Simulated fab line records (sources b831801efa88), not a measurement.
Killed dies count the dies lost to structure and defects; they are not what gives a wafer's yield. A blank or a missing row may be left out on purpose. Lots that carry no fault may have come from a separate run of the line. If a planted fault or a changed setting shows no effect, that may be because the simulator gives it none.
The same fault as seen by 2 desks -- flow sky130 -- each desk holds nothing but its own numbers, with what lay behind them at the end

DESK OF THE TOOL OWNER: litho track-04
The tool's own readings at SKY_METAL5_SOFTBAKE_10 (time 60 s): means of the sampled wafers that have a number, for each lot that ran on this tool. Marked OUT: a lot whose mean sits more than 4 standard deviations from the usual mean, which makes it out of limits; the brackets give that distance.
Columns: A = exhaust pa at SKY_METAL5_SOFTBAKE_10, usual 45.2 Pa; B = heater power total W at SKY_METAL5_SOFTBAKE_10, usual 56.60 W; C = plate temp C at SKY_METAL5_SOFTBAKE_10, usual 90.02 C
lot,first seen here,A,B,C
L269,day 47 09:08,44.8,56.64,90.08
L272,day 47 12:47,44.9,59.13 (+56) OUT,92.90 (+24) OUT
L273,day 47 15:23,45.2,59.17 (+57) OUT,93.02 (+25) OUT
This desk's verdict: out of limits on L272, L273, starting with L272 at day 47 12:47 (heater power total W at SKY_METAL5_SOFTBAKE_10). In limits: L269.

METROLOGY DESK
What the gauges read, lot by lot, whatever tool the lot ran on: means of the sampled wafers that have a number. Marked OUT: a lot whose mean sits more than 4 standard deviations from the usual mean, which makes it out of limits; the brackets give that distance.
Columns: A = VIA4_W_THK at SKY_VIA4_THK_MEAS_20, usual 499 nm; B = METAL5_ALCU_RS at SKY_METAL5_RS_MEAS_05, usual 0.0271 ohm/sq; C = METAL5_ALCU_THK at SKY_METAL5_THK_MEAS_06, usual 1114 nm
lot,first seen here,A,B,C
L269,day 46 22:37,506,0.0275,1098
L267,day 46 23:31,492,0.0273,1097
L272,day 47 01:53,497,0.0271,1114
L273,day 47 04:47,487,0.0272,1101
L280,day 47 14:28,508,0.0278,1076
L281,day 47 16:58,515,0.0265,1129
This desk found nothing out of limits on any of the 6 lots.

BROUGHT TOGETHER
The tool owner's desk had the chance to raise an alarm at day 47 12:47 on L272, L273.
Metrology desk: nothing out of limits seen.
The metrology desk holds a record of L272, L273, inside its limits.
The lots listed all ran SKY_METAL5_SOFTBAKE_10 on litho track-04.

WHAT THE SIMULATOR HAD INSERTED
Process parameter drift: litho track-04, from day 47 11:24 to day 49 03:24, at SKY_METAL5_SOFTBAKE_10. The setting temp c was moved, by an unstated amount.
Shown lots that were struck: L272, L273.
Time in hours from fault onset to the first out-of-limits reading at each desk: the tool owner's desk, 1.
